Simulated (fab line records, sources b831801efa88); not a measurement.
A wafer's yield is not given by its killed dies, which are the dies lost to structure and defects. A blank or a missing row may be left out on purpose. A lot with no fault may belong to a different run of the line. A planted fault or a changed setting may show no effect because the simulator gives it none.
The same fault as seen by 2 desks + flow sky130 + numbers are kept per desk, each desk with only its own; the story behind them comes last

== THE METROLOGY DESK ==
What the gauges read, lot by lot, whatever tool the lot ran on: means of the sampled wafers that have a number. Marked OUT: a lot whose mean sits more than 4 standard deviations from the usual mean, which makes it out of limits; the brackets give that distance.
Columns: A = RES_XHIGH_TW at SKY_RES_XHIGH_TW_MEAS_09, usual 1644; B = cd nm at SKY_SD_N_CD_MEAS_07, usual 380.8 nm; C = SD_N_OVL at SKY_SD_N_OVL_MEAS_08, usual 0.2 nm; D = SD_N_TW at SKY_SD_N_TW_MEAS_12, usual 3980
| lot  | first seen here | A    | B     | C    | D    |
|------|-----------------|------|-------|------|------|
| L463 | day 28 21:10    | 1635 | 377.7 | -0.6 | 3988 |
| L471 | day 31 07:13    | 1643 | 381.8 | 0.8  | 4021 |
| L472 | day 31 13:20    | 1636 | 383.0 | -1.9 | 3993 |
| L480 | day 33 14:16    | 1649 | 379.1 | 0.5  | 3948 |
| L481 | day 33 22:37    | 1648 | 380.5 | 1.4  | 3940 |
Result from this desk: across the 5 lots, nothing is out of limits.

== TOOL OWNER'S DESK, plasma asher-01 ==
The tool's own readings at SKY_SD_N_STRIP_11 (strips in O2/N2): means of the sampled wafers that have a number, for each lot that ran on this tool. Marked OUT: a lot whose mean sits more than 4 standard deviations from the usual mean, which makes it out of limits; the brackets give that distance.
Columns: A = drypump motor current A at SKY_SD_N_STRIP_11, usual 5.7 A; B = oes product au at SKY_SD_N_STRIP_11, usual 0.527 a.u.; C = strip time to endpoint s at SKY_SD_N_STRIP_11, usual 22.56 s
| lot  | first seen here | A   | B               | C     |
|------|-----------------|-----|-----------------|-------|
| L463 | day 30 01:34    | 5.8 | 0.304 (-45) OUT | -     |
| L471 | day 32 10:22    | 6.0 | 0.523           | 22.60 |
| L480 | day 34 15:22    | 6.0 | 0.526           | 22.57 |
| L481 | day 34 23:37    | 6.0 | 0.529           | 22.53 |
This desk's verdict: out of limits on L463, starting with L463 at day 30 01:34 (oes product au at SKY_SD_N_STRIP_11). L471, L480, L481: within limits.

== TAKEN TOGETHER ==
On L463, at day 30 01:34, an alarm was possible from the tool owner's desk.
Metrology desk: nothing out of limits seen.
The metrology desk has L463 on record, within its limits.
Every lot named ran SKY_SD_N_STRIP_11 on plasma asher-01.

== WHAT THE SIMULATOR HAD INSERTED ==
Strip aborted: plasma asher-01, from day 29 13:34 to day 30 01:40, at SKY_SD_N_STRIP_11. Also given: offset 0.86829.
Shown lots that were struck: L463.
How many hours passed from the start of the fault until each desk's first out-of-limits reading: the tool owner's desk, 12.
